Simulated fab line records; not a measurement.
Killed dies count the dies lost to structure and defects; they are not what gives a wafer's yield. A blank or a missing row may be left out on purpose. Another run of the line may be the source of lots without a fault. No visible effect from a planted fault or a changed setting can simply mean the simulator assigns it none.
Matching of chambers :: flow sky130 :: SKY_FIELD_ISO_ETCH_15 on rie diel-02: 4 sister chambers
The step etches the open film in CHF3/O2, stops on Si, target depth 180 nm, time 72 s. 14 wafers are shown with their chamber, then 7 later ones without.

WAFERS, EACH WITH ITS CHAMBER
wafer: L507.1
chamber: 3
drypump motor current A (A): 5.57
run length s (s): 100.7
throttle valve pct (%): 8.852

wafer: L507.2
chamber: 2
drypump motor current A (A): 5.96
run length s (s): 100.4
throttle valve pct (%): 8.836

wafer: L507.6
chamber: 3
drypump motor current A (A): 5.58
run length s (s): 100.8
throttle valve pct (%): 8.843

wafer: L512.2
chamber: 0
drypump motor current A (A): 6.00
run length s (s): 100.2
throttle valve pct (%): 8.838

wafer: L512.4
chamber: 1
drypump motor current A (A): 5.75
run length s (s): 100.0
throttle valve pct (%): 8.848

wafer: L512.5
chamber: 3
drypump motor current A (A): 5.57
run length s (s): 101.1
throttle valve pct (%): 8.830

wafer: L513.2
chamber: 1
drypump motor current A (A): 5.69
run length s (s): 99.7
throttle valve pct (%): 8.855

wafer: L513.4
chamber: 2
drypump motor current A (A): 5.95
run length s (s): 100.8
throttle valve pct (%): 8.824

wafer: L513.5
chamber: 1
drypump motor current A (A): 5.70
run length s (s): 99.9
throttle valve pct (%): 8.850

wafer: L520.1
chamber: 0
drypump motor current A (A): 5.96
run length s (s): 100.1
throttle valve pct (%): 8.838

wafer: L520.5
chamber: 0
drypump motor current A (A): 5.98
run length s (s): 100.7
throttle valve pct (%): 8.857

wafer: L520.6
chamber: 3
drypump motor current A (A): 5.62
run length s (s): 101.0
throttle valve pct (%): 8.856

wafer: L521.1
chamber: 0
drypump motor current A (A): 5.96
run length s (s): 100.8
throttle valve pct (%): 8.850

wafer: L521.4
chamber: 1
drypump motor current A (A): 5.72
run length s (s): 99.8
throttle valve pct (%): 8.852

SIGNATURES, as means of the wafers listed above
reading: drypump motor current A
chamber 0: 5.9750
chamber 1: 5.7150
chamber 2: 5.9550
chamber 3: 5.5850
scatter within a chamber: 0.0222

reading: run length s
chamber 0: 100.450
chamber 1: 99.850
chamber 2: 100.600
chamber 3: 100.900
scatter within a chamber: 0.245

reading: throttle valve pct
chamber 0: 8.84575
chamber 1: 8.85125
chamber 2: 8.83000
chamber 3: 8.84525
scatter within a chamber: 0.00873
Rule: for each reading, subtract the chamber's mean from the wafer's reading, divide by that reading's scatter and square the result; add these up over the readings and take the root, which gives the wafer's distance from the chamber. The wafer belongs to the nearest chamber; if the next one is less than 2 further off, it can't be placed. The scatter: the root of (the sum of the squares of (reading less its chamber's mean) over the shown wafers, divided by (wafers less chambers)).

WAFERS WHOSE CHAMBER IS MISSING
wafer: L521.6
drypump motor current A (A): 5.71
run length s (s): 99.4
throttle valve pct (%): 8.859

wafer: L522.1
drypump motor current A (A): 5.95
run length s (s): 100.2
throttle valve pct (%): 8.854

wafer: L522.2
drypump motor current A (A): 5.55
run length s (s): 100.8
throttle valve pct (%): 8.842

wafer: L522.6
drypump motor current A (A): 5.95
run length s (s): 100.1
throttle valve pct (%): 8.854

wafer: L523.1
drypump motor current A (A): 5.94
run length s (s): 100.2
throttle valve pct (%): 8.850

wafer: L523.3
drypump motor current A (A): 5.73
run length s (s): 99.4
throttle valve pct (%): 8.839

wafer: L523.6
drypump motor current A (A): 5.75
run length s (s): 99.7
throttle valve pct (%): 8.854

EACH ONE'S CHAMBER
wafer: L521.6
from the rows above: 1
in truth: 1

wafer: L522.1
from the rows above: can't be placed: 0 or 2
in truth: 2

wafer: L522.2
from the rows above: 3
in truth: 3

wafer: L522.6
from the rows above: can't be placed: 0 or 2
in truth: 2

wafer: L523.1
from the rows above: can't be placed: 0 or 2
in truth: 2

wafer: L523.3
from the rows above: 1
in truth: 1

wafer: L523.6
from the rows above: 1
in truth: 1
4 of 7 placed correctly. From these rows, 3 cannot be placed; in 3 the true chamber is one of the candidates. Placed wrongly: 0.
